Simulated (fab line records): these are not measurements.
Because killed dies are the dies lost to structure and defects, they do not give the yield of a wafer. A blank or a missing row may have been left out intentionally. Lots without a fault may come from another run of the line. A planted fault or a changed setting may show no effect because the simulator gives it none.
fab line records	flow sky130
record: lots: 24	wafers: 72	last-day: 50
route steps=708 shown METAL2@483 VIA2@508 METAL5@663
lots that met no fault: taken from a fault-free run of the same line
start-h: the number of hours between the record's first day and the start of the first shown wafer of the lot	wait-h: hours from the lot's prior step to this one	" the same as in the row above	L1.1+2: several wafers, shown together as one row	- no value present, or no start provided	* or withheld: withheld	< > ~ a bound
route shown NAME@n: a module of which the file shows steps, and the number in the route of the first	usual: mean/standard deviation of fault-free wafers	same: alike in all rows	chamber/n: place in a boat	sites: the reading at each site	_std_site: their standard deviation	_edge_site: the outer-site mean with the inner-site mean subtracted	radius-mm: for every site, how far away it sits from the centre of the wafer	mask NAME#n: copy n	behind: the most recent tool/chamber to have shaped the wafer	hold: the reason the lot was held/the length of the hold in hours/how it ended	device: which transistor (n, p or np) failed to switch	end of line: the tests these same wafers got at the end of their route	a step with no rows: only its recipe	killed: count of dies lost to structure and defects at first sort (not the wafer's yield)	map: shows each die of a wafer: x if killed, . if not, _ if none is there
set.NAME: the setting as run; set.NAME@STEP: as run at that earlier step	model.NAME: the simulator's own value behind a step, which no gauge read
the route's steps for a sample of lots (tables are steps, rows are wafers)
services: from which hour (start-h, from the record's first day; less than 0 if before it) a tool's chamber was out of use, for how many hours, and why
== steps ==
step: SKY_METAL2_SPUTTER_00
recipe: material: Ti	target-thk-nm: 15	power-w: 3000	time-s: 10	chamber-pressure-pa: 0.4
usual: throttle-valve-pct: 30.0/0.84
lot.wafer	tool	chamber	start-h	wait-h	throttle-valve-pct
L074.1	pvd-sputter-04	-	790.86	0.1	29.5
L074.4	"	-	"	"	29.7
L074.5	"	-	"	"	29.4
L075.3	pvd-sputter-04	-	793.06	0.2	29.8
L075.4	"	-	"	"	30.8
L075.6	"	-	"	"	31.2
L076.1	pvd-sputter-04	-	803.79	0.1	30.8
L076.5	"	-	"	"	29.5
L076.6	"	-	"	"	31.1
L077.2	pvd-sputter-01	-	813.36	0.2	30.6
L077.3	"	-	"	"	28.4
L077.4	"	-	"	"	31.5
L078.2	pvd-sputter-03	-	814.49	0.2	30.2
L078.3	"	-	"	"	29.2
L078.5	"	-	"	"	30.5
L079.2	pvd-sputter-01	-	838.85	0.2	28.6
L079.3	"	-	"	"	31.4
L079.5	"	-	"	"	28.7
L080.2	pvd-sputter-01	-	846.04	0.2	30.9
L080.3	"	-	"	"	30.5
L080.6	"	-	"	"	28.7
L082.2	pvd-sputter-04	-	858.81	0.2	29.6
L082.3	"	-	"	"	30.9
L082.5	"	-	"	"	29.6
L083.2	pvd-sputter-03	-	863.80	0.2	30.4
L083.4	"	-	"	"	29.1
L083.5	"	-	"	"	30.4
L084.1	pvd-sputter-04	-	880.89	0.1	29.6
L084.3	"	-	"	"	31.0
L084.5	"	-	"	"	30.9
L081.1	pvd-sputter-01	-	882.16	0.1	31.1
L081.5	"	-	"	"	28.5
L081.6	"	-	"	"	30.9
L085.3	pvd-sputter-03	-	882.46	0.2	30.2
L085.5	"	-	"	"	29.2
L085.6	"	-	"	"	30.6
L086.1	pvd-sputter-01	-	892.51	0.2	30.3
L086.2	"	-	"	"	28.7
L086.4	"	-	"	"	28.4
L087.4	pvd-sputter-03	-	893.02	0.1	29.7
L087.5	"	-	"	"	29.2
L087.6	"	-	"	"	29.6
L088.1	pvd-sputter-04	-	902.59	0.2	30.6
L088.2	"	-	"	"	29.5
L088.3	"	-	"	"	31.1
L089.1	pvd-sputter-03	-	911.85	0.1	30.2
L089.3	"	-	"	"	29.6
L089.6	"	-	"	"	30.0
L090.2	pvd-sputter-03	-	918.48	0.2	30.5
L090.4	"	-	"	"	30.0
L090.5	"	-	"	"	30.4
L091.1	pvd-sputter-03	-	921.60	0.1	30.3
L091.3	"	-	"	"	29.1
L091.4	"	-	"	"	30.3
L092.3	pvd-sputter-01	-	929.51	0.2	30.3
L092.4	"	-	"	"	28.4
L092.6	"	-	"	"	30.9
L093.1	pvd-sputter-03	-	943.95	0.1	29.2
L093.2	"	-	"	"	29.7
L093.5	"	-	"	"	30.5
L094.4	pvd-sputter-01	-	945.71	0.2	28.7
L094.5	"	-	"	"	28.4
L094.6	"	-	"	"	30.5
L095.1	pvd-sputter-04	-	946.81	0.2	29.6
L095.3	"	-	"	"	31.2
L095.5	"	-	"	"	29.7
L096.2	pvd-sputter-01	-	953.08	0.1	30.6
L096.3	"	-	"	"	31.2
L096.6	"	-	"	"	30.5
L097.2	pvd-sputter-03	-	965.08	0.2	30.3
L097.3	"	-	"	"	29.1
L097.5	"	-	"	"	30.4
step: SKY_METAL2_DESCUM_17
recipe: chemistry: O2	source-power-w: 150	bias-power-w: 0	pressure-mtorr: 10	temp-c: 40	time-s: 8
usual: drypump-motor-current-A: 5.84/0.23	he-backside-leak-sccm: 3.41/0.21	oes-product-au: 0.998/0.0083
lot.wafer	tool	chamber	start-h	wait-h	drypump-motor-current-A	he-backside-leak-sccm	oes-product-au	rf-hours-counter-h
L074.1	rie-metal-02	1	817.12	0.0	5.84	3.39	0.999	8
L074.4	"	1	"	"	5.85	3.55	0.993	-
L074.5	"	1	"	"	5.83	3.45	1.000	-
L075.3	rie-metal-02	0	819.10	0.0	5.62	3.53	1.014	-
L075.4	"	1	"	"	5.83	3.35	1.005	-
L075.6	"	1	"	"	5.85	3.29	1.000	-
L076.1	rie-metal-03	1	829.73	0.0	5.96	3.41	1.000	8
L076.5	"	0	"	"	6.03	3.00	0.994	-
L076.6	"	1	"	"	5.92	3.24	0.991	-
L077.2	rie-metal-03	0	840.19	0.0	6.06	3.43	0.989	12
L077.3	"	0	"	"	6.04	3.34	0.995	-
L077.4	"	1	"	"	5.98	3.23	0.989	-
L078.2	rie-metal-02	0	840.84	0.0	5.59	3.27	1.013	16
L078.3	"	0	"	"	5.62	3.41	1.006	-
L078.5	"	0	"	"	5.62	3.36	1.009	-
L079.2	rie-metal-02	0	864.49	0.0	5.64	3.43	1.015	17
L079.3	"	0	"	"	5.63	3.49	1.012	-
L079.5	"	1	"	"	5.83	3.38	1.006	-
L080.2	rie-metal-01	1	872.30	0.0	6.18	3.49	1.005	12
L080.3	"	1	"	"	6.15	3.66	0.994	-
L080.6	"	0	"	"	5.45	3.43	1.001	-
L082.2	rie-metal-02	1	885.04	0.0	5.85	3.28	0.999	12
L082.3	"	0	"	"	5.63	3.38	1.001	-
L082.5	"	1	"	"	5.84	3.45	0.992	-
L083.2	rie-metal-02	1	890.12	0.0	5.84	3.36	0.991	12
L083.4	"	1	"	"	5.84	3.27	0.999	-
L083.5	"	0	"	"	5.63	3.56	0.995	-
L084.1	rie-metal-03	1	906.39	0.0	5.94	3.34	0.989	12
L084.3	"	1	"	"	5.94	3.25	0.991	-
L084.5	"	0	"	"	6.04	3.42	1.000	-
L081.1	rie-metal-02	1	907.53	0.0	5.85	3.25	1.007	13
L081.5	"	1	"	"	5.86	3.55	0.994	-
L081.6	"	0	"	"	5.61	3.40	1.000	-
L085.3	rie-metal-01	0	908.03	0.0	5.49	3.12	1.000	-
L085.5	"	1	"	"	6.21	3.46	1.003	-
L085.6	"	0	"	"	5.48	3.24	1.002	-
L086.1	rie-metal-03	1	917.87	0.0	5.95	3.44	1.001	13
L086.2	"	0	"	"	6.06	3.47	0.985	16
L086.4	"	0	"	"	6.05	3.18	0.986	-
L087.4	rie-metal-01	1	918.05	0.0	6.15	3.46	0.997	-
L087.5	"	0	"	"	5.47	3.25	0.993	-
L087.6	"	1	"	"	6.15	3.53	0.990	-
L088.1	rie-metal-02	1	927.23	0.0	5.83	3.16	1.007	14
L088.2	"	0	"	"	5.61	3.43	1.001	2
L088.3	"	0	"	"	5.61	3.55	1.003	-
L089.1	rie-metal-01	0	936.84	0.0	5.44	3.30	0.991	15
L089.3	"	0	"	"	5.52	3.37	1.013	-
L089.6	"	0	"	"	5.51	3.38	1.005	-
L090.2	rie-metal-03	0	943.18	0.0	6.06	3.48	0.992	17
L090.4	"	0	"	"	6.07	3.38	0.982	-
L090.5	"	0	"	"	6.06	3.50	0.995	-
L091.1	rie-metal-03	0	945.72	0.0	6.08	3.02	0.975	17
L091.3	"	1	"	"	5.95	3.56	0.988	-
L091.4	"	0	"	"	6.04	3.02	0.983	-
L092.3	rie-metal-01	1	954.03	0.0	6.16	3.56	1.000	-
L092.4	"	0	"	"	5.46	3.38	1.014	-
L092.6	"	0	"	"	5.45	3.36	1.003	-
L093.1	rie-metal-01	1	968.48	0.0	6.18	3.45	0.998	16
L093.2	"	0	"	"	5.48	3.38	1.007	17
L093.5	"	1	"	"	6.17	3.43	1.002	-
L094.4	rie-metal-01	1	969.70	0.0	6.17	3.50	0.997	-
L094.5	"	0	"	"	5.45	3.50	1.000	-
L094.6	"	1	"	"	6.15	3.52	0.998	-
L095.1	rie-metal-02	1	971.57	0.0	5.83	3.33	1.008	16
L095.3	"	0	"	"	5.62	3.62	0.989	-
L095.5	"	1	"	"	5.83	3.38	0.999	-
L096.2	rie-metal-03	1	977.08	0.0	5.93	3.23	0.987	15
L096.3	"	1	"	"	5.94	3.33	1.000	-
L096.6	"	0	"	"	6.01	3.06	0.998	-
L097.2	rie-metal-02	0	988.92	0.0	5.62	3.48	1.000	6
L097.3	"	0	"	"	5.62	3.52	1.000	-
L097.5	"	1	"	"	5.81	3.60	1.013	-
step: SKY_METAL2_ETCH_18
recipe: chemistry: N2/H2	target: BARC	ion-energy-ev: 200	bias-w: 100	pressure-mtorr: 30	n2-flow-sccm: 100	h2-flow-sccm: 200	icp-w: 500	stop-on: SiO2	time-s: 45.9	target-depth-a: 600
usual: bias-w: 100.03/0.3	drypump-motor-current-A: 5.85/0.24	he-backside-leak-sccm: 3.41/0.28	oes-product-au: 0.855/0.0045	throttle-valve-pct: 13.225/0.011
lot.wafer	tool	chamber	start-h	wait-h	bias-w	drypump-motor-current-A	he-backside-leak-sccm	oes-product-au	rf-hours-counter-h	throttle-valve-pct
L074.1	rie-metal-02	1	817.15	0.0	100.38	5.83	3.42	0.856	8	13.214
L074.4	"	1	"	"	99.85	5.83	3.35	0.853	-	13.232
L074.5	"	1	"	"	99.54	5.84	3.31	0.858	-	13.222
L075.3	rie-metal-02	0	819.14	0.0	99.40	5.66	3.47	0.856	-	13.215
L075.4	"	1	"	"	100.20	5.86	3.21	0.854	-	13.210
L075.6	"	1	"	"	99.95	5.90	3.22	0.857	-	13.228
L076.1	rie-metal-03	1	829.76	0.0	99.99	5.98	3.22	0.856	8	13.238
L076.5	"	0	"	"	100.21	6.03	3.30	0.853	-	13.226
L076.6	"	1	"	"	99.76	5.98	3.27	0.852	-	13.197
L077.2	rie-metal-03	0	840.22	0.0	100.02	6.06	3.60	0.850	12	13.229
L077.3	"	0	"	"	99.66	6.09	3.37	0.859	-	13.239
L077.4	"	1	"	"	100.27	5.94	3.29	0.850	-	13.222
L078.2	rie-metal-02	0	840.87	0.0	99.93	5.64	3.36	0.847	16	13.224
L078.3	"	0	"	"	99.92	5.62	3.41	0.864	-	13.230
L078.5	"	0	"	"	100.15	5.66	3.40	0.854	-	13.232
L079.2	rie-metal-02	0	864.52	0.0	100.28	5.63	3.50	0.869	17	13.230
L079.3	"	0	"	"	100.02	5.62	3.38	0.853	-	13.225
L079.5	"	1	"	"	100.32	5.85	3.43	0.858	-	13.234
L080.2	rie-metal-01	1	872.35	0.0	99.80	6.17	3.52	0.860	12	13.214
L080.3	"	1	"	"	99.83	6.17	3.46	0.857	-	13.226
L080.6	"	0	"	"	99.63	5.46	3.32	0.857	-	13.210
L082.2	rie-metal-02	1	885.07	0.0	99.77	5.85	3.24	0.854	12	13.234
L082.3	"	0	"	"	99.61	5.64	3.44	0.854	-	13.214
L082.5	"	1	"	"	100.18	5.83	3.32	0.851	-	13.229
L083.2	rie-metal-02	1	890.15	0.0	100.34	5.88	3.41	0.852	12	13.211
L083.4	"	1	"	"	100.39	5.86	3.33	0.853	-	13.203
L083.5	"	0	"	"	100.22	5.60	3.42	0.859	-	13.217
L084.1	rie-metal-03	1	906.42	0.0	100.13	5.98	3.46	0.851	12	13.229
L084.3	"	1	"	"	100.13	6.01	3.49	0.856	-	13.219
L084.5	"	0	"	"	100.08	6.04	3.33	0.855	-	13.236
L081.1	rie-metal-02	1	907.56	0.0	99.93	5.87	3.33	0.853	13	13.220
L081.5	"	1	"	"	99.98	5.83	3.30	0.848	-	13.229
L081.6	"	0	"	"	100.42	5.63	3.40	0.851	-	13.222
L085.3	rie-metal-01	0	908.07	0.0	100.07	5.48	3.41	0.863	-	13.227
L085.5	"	1	"	"	100.05	6.17	3.54	0.848	-	13.235
L085.6	"	0	"	"	100.06	5.48	3.42	0.865	-	13.202
L086.1	rie-metal-03	1	917.90	0.0	100.13	5.99	3.23	0.858	13	13.215
L086.2	"	0	"	"	100.03	6.03	3.11	0.852	16	13.233
L086.4	"	0	"	"	100.18	6.02	3.26	0.859	-	13.207
L087.4	rie-metal-01	1	918.09	0.0	100.23	6.23	3.57	0.864	-	13.240
L087.5	"	0	"	"	99.90	5.46	3.51	0.849	-	13.234
L087.6	"	1	"	"	100.35	6.19	3.40	0.859	-	13.218
L088.1	rie-metal-02	1	927.26	0.0	99.84	5.84	3.24	0.850	14	13.239
L088.2	"	0	"	"	100.08	5.63	3.55	0.854	2	13.214
L088.3	"	0	"	"	99.64	5.65	3.39	0.859	-	13.227
L089.1	rie-metal-01	0	936.87	0.0	99.94	5.48	3.39	0.849	15	13.245
L089.3	"	0	"	"	100.46	5.48	3.28	0.852	-	13.224
L089.6	"	0	"	"	100.22	5.44	3.18	0.848	-	13.222
L090.2	rie-metal-03	0	943.21	0.0	99.61	6.07	3.27	0.856	17	13.230
L090.4	"	0	"	"	100.34	6.06	3.08	0.849	-	13.220
L090.5	"	0	"	"	100.17	6.09	3.06	0.853	-	13.240
L091.1	rie-metal-03	0	945.75	0.0	99.86	6.07	3.20	0.862	17	13.221
L091.3	"	1	"	"	100.61	5.96	3.48	0.853	-	13.227
L091.4	"	0	"	"	99.91	6.05	3.17	0.853	-	13.231
L092.3	rie-metal-01	1	954.07	0.0	100.08	6.17	3.60	0.851	-	13.233
L092.4	"	0	"	"	99.47	5.49	3.20	0.858	-	13.226
L092.6	"	0	"	"	99.91	5.46	3.24	0.853	-	13.218
L093.1	rie-metal-01	1	968.51	0.0	100.58	6.19	3.50	0.851	16	13.235
L093.2	"	0	"	"	99.80	5.49	3.24	0.856	17	13.230
L093.5	"	1	"	"	100.42	6.16	3.38	0.857	-	13.198
L094.4	rie-metal-01	1	969.75	0.0	100.05	6.17	3.38	0.852	-	13.217
L094.5	"	0	"	"	100.11	5.45	3.40	0.863	-	13.225
L094.6	"	1	"	"	100.47	6.17	3.45	0.857	-	13.223
L095.1	rie-metal-02	1	971.60	0.0	100.00	5.86	3.17	0.855	16	13.218
L095.3	"	0	"	"	99.31	5.60	3.64	0.857	-	13.240
L095.5	"	1	"	"	99.76	5.84	3.27	0.854	-	13.212
L096.2	rie-metal-03	1	977.11	0.0	99.98	5.98	3.52	0.854	15	13.232
L096.3	"	1	"	"	100.24	6.00	3.31	0.857	-	13.214
L096.6	"	0	"	"	100.19	6.05	3.34	0.853	-	13.200
L097.2	rie-metal-02	0	988.95	0.0	99.70	5.65	3.49	0.853	6	13.223
L097.3	"	0	"	"	99.87	5.61	3.57	0.856	-	13.229
L097.5	"	1	"	"	100.21	5.81	3.22	0.852	-	13.225
step: SKY_VIA2_THK_MEAS_01
recipe: reads: SiO2_of_VIA2_HDPCVD_00
usual: VIA2_HDPCVD_THK: 1181/10
lot.wafer	tool	chamber	start-h	wait-h	VIA2_HDPCVD_THK[nm]
L074.1	film-metro-04	-	818.05	0.1	1184
L074.4	"	-	"	"	1169
L074.5	"	-	"	"	1178
L075.3	film-metro-03	-	820.03	0.1	1173
L075.4	"	-	"	"	1165
L075.6	"	-	"	"	1177
L076.1	film-metro-03	-	830.71	0.1	1180
L076.5	"	-	"	"	1187
L076.6	"	-	"	"	1180
L077.2	film-metro-04	-	841.10	0.1	1172
L077.3	"	-	"	"	1175
L077.4	"	-	"	"	1170
L078.2	film-metro-01	-	841.82	0.1	1190
L078.3	"	-	"	"	1179
L078.5	"	-	"	"	1191
L079.2	film-metro-03	-	865.49	0.1	1188
L079.3	"	-	"	"	1160
L079.5	"	-	"	"	1172
L080.2	film-metro-04	-	873.32	0.1	1171
L080.3	"	-	"	"	1166
L080.6	"	-	"	"	1185
L082.2	film-metro-03	-	885.99	0.1	1185
L082.3	"	-	"	"	1183
L082.5	"	-	"	"	1200
L083.2	film-metro-04	-	891.04	0.1	1191
L083.4	"	-	"	"	1194
L083.5	"	-	"	"	1191
L084.1	film-metro-01	-	907.29	0.1	1185
L084.3	"	-	"	"	1197
L084.5	"	-	"	"	1194
L081.1	film-metro-04	-	908.44	0.1	1183
L081.5	"	-	"	"	1176
L081.6	"	-	"	"	1177
L085.3	film-metro-01	-	908.95	0.1	1193
L085.5	"	-	"	"	1203
L085.6	"	-	"	"	1204
L086.1	film-metro-04	-	918.81	0.1	1191
L086.2	"	-	"	"	1167
L086.4	"	-	"	"	1191
L087.4	film-metro-03	-	918.98	0.0	1190
L087.5	"	-	"	"	1171
L087.6	"	-	"	"	1175
L088.1	film-metro-01	-	928.64	0.1	1182
L088.2	"	-	"	"	1179
L088.3	"	-	"	"	1173
L089.1	film-metro-03	-	937.83	0.1	1170
L089.3	"	-	"	"	1179
L089.6	"	-	"	"	1186
L090.2	film-metro-04	-	944.50	0.1	1194
L090.4	"	-	"	"	1202
L090.5	"	-	"	"	1168
L091.1	film-metro-01	-	946.62	0.1	1201
L091.3	"	-	"	"	1175
L091.4	"	-	"	"	1186
L092.3	film-metro-01	-	954.98	0.1	1186
L092.4	"	-	"	"	1191
L092.6	"	-	"	"	1164
L093.1	film-metro-03	-	969.38	0.1	1182
L093.2	"	-	"	"	1187
L093.5	"	-	"	"	1166
L094.4	film-metro-01	-	970.64	0.0	1190
L094.5	"	-	"	"	1182
L094.6	"	-	"	"	1181
L095.1	film-metro-03	-	972.48	0.1	1184
L095.3	"	-	"	"	1174
L095.5	"	-	"	"	1178
L096.2	film-metro-04	-	977.99	0.1	1189
L096.3	"	-	"	"	1194
L096.6	"	-	"	"	1186
L097.2	film-metro-04	-	989.83	0.1	1176
L097.3	"	-	"	"	1161
L097.5	"	-	"	"	1175
step: SKY_VIA2_STRIP_16
recipe: chemistry: O2/N2	power-w: 1400	pressure-mtorr: 1500	platen-temp-c: withheld	o2-flow-sccm: 3000	n2-flow-sccm: 300	overash-fraction: 0.5
usual: drypump-motor-current-A: 6.1/0.35	oes-product-au: 0.399/0.0049	strip-time-to-endpoint-s: 4.058/0.024
lot.wafer	tool	chamber	start-h	wait-h	drypump-motor-current-A	oes-product-au	rf-hours-counter-h	strip-time-to-endpoint-s
L074.1	plasma-asher-04	0	845.32	0.0	5.6	0.402	71	4.068
L074.4	"	0	"	"	5.5	0.407	-	4.079
L074.5	"	0	"	"	5.6	0.404	-	4.076
L075.3	plasma-asher-04	0	847.20	0.1	5.6	0.403	-	4.066
L075.4	"	1	"	"	6.0	0.391	-	4.045
L075.6	"	0	"	"	5.6	0.398	-	4.051
L076.1	plasma-asher-04	0	857.77	0.0	5.6	0.406	72	4.066
L076.5	"	0	"	"	5.5	0.402	-	4.075
L076.6	"	1	"	"	6.0	0.398	-	4.065
L077.2	plasma-asher-02	0	867.07	0.0	6.6	0.397	12	4.061
L077.3	"	1	"	"	6.4	0.400	-	4.065
L077.4	"	0	"	"	6.6	0.391	-	4.064
L078.2	plasma-asher-04	0	868.97	0.0	5.5	0.392	73	4.078
L078.3	"	1	"	"	6.0	0.397	-	4.072
L078.5	"	0	"	"	5.6	0.399	-	4.086
L079.2	plasma-asher-04	1	891.92	0.0	6.0	0.394	76	4.077
L079.3	"	1	"	"	6.0	0.397	-	4.014
L079.5	"	0	"	"	5.6	0.392	-	4.027
L080.2	plasma-asher-04	1	899.92	0.0	6.0	0.397	77	4.049
L080.3	"	0	"	"	5.5	0.398	-	4.067
L080.6	"	0	"	"	5.6	0.402	-	4.058
L082.2	plasma-asher-02	0	911.84	0.0	6.6	0.398	18	4.087
L082.3	"	0	"	"	6.6	0.390	-	4.085
L082.5	"	1	"	"	6.4	0.398	-	4.111
L083.2	plasma-asher-02	0	917.62	0.0	6.6	0.403	18	4.083
L083.4	"	0	"	"	6.6	0.398	-	4.066
L083.5	"	1	"	"	6.4	0.397	-	4.070
L084.1	plasma-asher-03	1	932.92	0.0	6.4	0.399	50	4.034
L084.3	"	0	"	"	5.9	0.403	-	4.022
L084.5	"	0	"	"	5.9	0.403	-	4.040
L081.1	plasma-asher-03	0	933.72	0.0	5.9	0.400	50	4.060
L081.5	"	1	"	"	6.4	0.389	-	4.052
L081.6	"	0	"	"	5.9	0.388	-	4.085
L085.3	plasma-asher-04	1	934.36	0.1	6.0	0.388	-	4.044
L085.5	"	0	"	"	5.6	0.396	-	4.059
L085.6	"	1	"	"	6.0	0.404	-	4.018
L086.1	plasma-asher-03	1	944.28	0.1	6.4	0.399	52	4.043
L086.2	"	0	"	"	5.9	0.396	52	4.088
L086.4	"	0	"	"	5.9	0.403	-	4.043
L087.4	plasma-asher-03	1	944.61	0.0	6.4	0.403	-	4.053
L087.5	"	1	"	"	6.4	0.401	-	4.027
L087.6	"	0	"	"	5.9	0.405	-	4.054
L088.1	plasma-asher-02	0	953.62	0.0	6.6	0.395	22	4.093
L088.2	"	1	"	"	6.4	0.405	22	4.078
L088.3	"	0	"	"	6.6	0.407	-	4.029
L089.1	plasma-asher-04	1	963.07	0.0	5.9	0.405	82	4.071
L089.3	"	0	"	"	5.6	0.398	-	4.048
L089.6	"	1	"	"	6.0	0.399	-	4.068
L090.2	plasma-asher-03	0	969.29	0.0	5.9	0.395	54	4.066
L090.4	"	0	"	"	5.9	0.400	-	4.091
L090.5	"	0	"	"	5.9	0.409	-	4.077
L091.1	plasma-asher-03	1	971.23	0.0	6.4	0.396	54	4.060
L091.3	"	1	"	"	6.4	0.395	-	4.060
L091.4	"	0	"	"	6.0	0.412	-	4.008
L092.3	plasma-asher-02	0	979.96	0.1	6.7	0.397	-	4.063
L092.4	"	1	"	"	6.4	0.398	-	4.052
L092.6	"	1	"	"	6.4	0.400	-	4.044
L093.1	plasma-asher-03	1	993.77	0.0	6.4	0.394	56	4.034
L093.2	"	0	"	"	5.9	0.395	56	3.996
L093.5	"	1	"	"	6.4	0.395	-	4.044
L094.4	plasma-asher-03	1	995.20	0.1	6.4	0.394	-	4.071
L094.5	"	1	"	"	6.4	0.404	-	4.032
L094.6	"	0	"	"	5.9	0.392	-	4.059
L095.1	plasma-asher-04	1	996.88	0.0	6.0	0.401	86	4.100
L095.3	"	1	"	"	5.9	0.397	-	4.072
L095.5	"	1	"	"	6.0	0.412	-	4.103
L096.2	plasma-asher-03	1	1001.62	0.0	6.4	0.399	57	4.080
L096.3	"	1	"	"	6.4	0.396	-	4.062
L096.6	"	0	"	"	6.0	0.395	-	4.056
L097.2	plasma-asher-04	1	1013.88	0.0	6.0	0.404	87	3.998
L097.3	"	0	"	"	5.6	0.398	-	4.058
L097.5	"	1	"	"	6.0	0.398	-	4.042
step: SKY_METAL5_SPUTTER_02
recipe: material: AlCu	target-thk-nm: 1150	power-w: 10600	time-s: 61.2	chamber-pressure-pa: 0.4
usual: throttle-valve-pct: 30.0/0.91
lot.wafer	tool	chamber	start-h	wait-h	throttle-valve-pct
L074.1	pvd-sputter-01	-	1001.36	0.0	30.4
L074.4	"	-	"	"	31.0
L074.5	"	-	"	"	31.1
L075.3	pvd-sputter-04	-	1003.40	0.0	30.8
L075.4	"	-	"	"	31.0
L075.6	"	-	"	"	31.0
L076.1	pvd-sputter-03	-	1015.05	0.0	29.1
L076.5	"	-	"	"	30.2
L076.6	"	-	"	"	30.3
L077.2	pvd-sputter-04	-	1022.18	0.0	31.1
L077.3	"	-	"	"	31.0
L077.4	"	-	"	"	29.4
L078.2	pvd-sputter-04	-	1023.81	0.0	29.6
L078.3	"	-	"	"	30.7
L078.5	"	-	"	"	31.0
L079.2	pvd-sputter-01	-	1045.33	0.0	30.6
L079.3	"	-	"	"	28.5
L079.5	"	-	"	"	30.4
L080.2	pvd-sputter-04	-	1048.20	0.0	29.4
L080.3	"	-	"	"	30.6
L080.6	"	-	"	"	29.2
L082.2	pvd-sputter-01	-	1064.67	0.0	31.3
L082.3	"	-	"	"	28.7
L082.5	"	-	"	"	28.5
L083.2	pvd-sputter-03	-	1064.97	0.0	29.1
L083.4	"	-	"	"	30.5
L083.5	"	-	"	"	30.1
L084.1	pvd-sputter-04	-	1079.48	0.0	30.7
L084.3	"	-	"	"	29.5
L084.5	"	-	"	"	31.0
L081.1	pvd-sputter-01	-	1081.01	0.0	28.3
L081.5	"	-	"	"	31.3
L081.6	"	-	"	"	30.1
L085.3	pvd-sputter-01	-	1082.15	0.0	28.8
L085.5	"	-	"	"	30.9
L085.6	"	-	"	"	28.6
L086.1	pvd-sputter-04	-	1088.80	0.0	29.6
L086.2	"	-	"	"	31.0
L086.4	"	-	"	"	29.6
L087.4	pvd-sputter-04	-	1090.40	0.0	29.9
L087.5	"	-	"	"	31.1
L087.6	"	-	"	"	30.9
L088.1	pvd-sputter-01	-	1094.84	0.0	30.3
L088.2	"	-	"	"	28.3
L088.3	"	-	"	"	28.5
L089.1	pvd-sputter-04	-	1103.14	0.0	31.1
L089.3	"	-	"	"	29.6
L089.6	"	-	"	"	29.2
L090.2	pvd-sputter-03	-	1111.15	0.0	29.6
L090.4	"	-	"	"	30.5
L090.5	"	-	"	"	30.3
L091.1	pvd-sputter-04	-	1113.11	0.0	31.1
L091.3	"	-	"	"	29.6
L091.4	"	-	"	"	29.3
L092.3	pvd-sputter-01	-	1118.28	0.0	31.1
L092.4	"	-	"	"	28.4
L092.6	"	-	"	"	30.9
L093.1	pvd-sputter-01	-	1131.16	0.0	28.3
L093.2	"	-	"	"	30.3
L093.5	"	-	"	"	31.0
L094.4	pvd-sputter-04	-	1131.53	0.0	29.7
L094.5	"	-	"	"	31.3
L094.6	"	-	"	"	29.4
L095.1	pvd-sputter-03	-	1133.51	0.0	30.2
L095.3	"	-	"	"	29.1
L095.5	"	-	"	"	30.0
L096.2	pvd-sputter-03	-	1137.00	0.0	29.7
L096.3	"	-	"	"	30.4
L096.6	"	-	"	"	30.0
L097.2	pvd-sputter-04	-	1147.86	0.0	31.3
L097.3	"	-	"	"	30.6
L097.5	"	-	"	"	29.4
== services ==
tool	chamber	start-h	hours	kind
rie-metal-01	-	776.32	2.8	pm
pvd-sputter-03	-	785.08	1.4	repair
rie-metal-02	-	802.87	0.4	repair
pvd-sputter-01	-	807.96	1.9	repair
pvd-sputter-01	-	817.38	2.1	repair
pvd-sputter-01	-	817.56	1.5	repair
rie-metal-02	0	838.67	1.7	repair
pvd-sputter-04	-	847.65	3.6	repair
rie-metal-01	-	861.80	0.6	repair
pvd-sputter-01	-	866.11	1.0	repair
pvd-sputter-01	-	878.48	3.2	repair
pvd-sputter-01	-	884.99	2.4	repair
plasma-asher-04	-	935.76	2.8	pm
plasma-asher-04	-	941.83	8.4	repair
rie-metal-03	-	947.86	15.6	pm
rie-metal-03	-	972.78	0.2	repair
rie-metal-03	0	1005.12	3.6	repair
rie-metal-02	-	1005.52	2.8	pm
rie-metal-01	-	1073.72	1.0	repair
pvd-sputter-03	-	1080.65	13.4	repair
pvd-sputter-03	-	1086.78	0.9	repair
rie-metal-01	-	1101.72	0.8	repair
rie-metal-01	-	1144.55	1.4	pm
pvd-sputter-01	-	1146.81	3.7	repair
== key ==
fault none
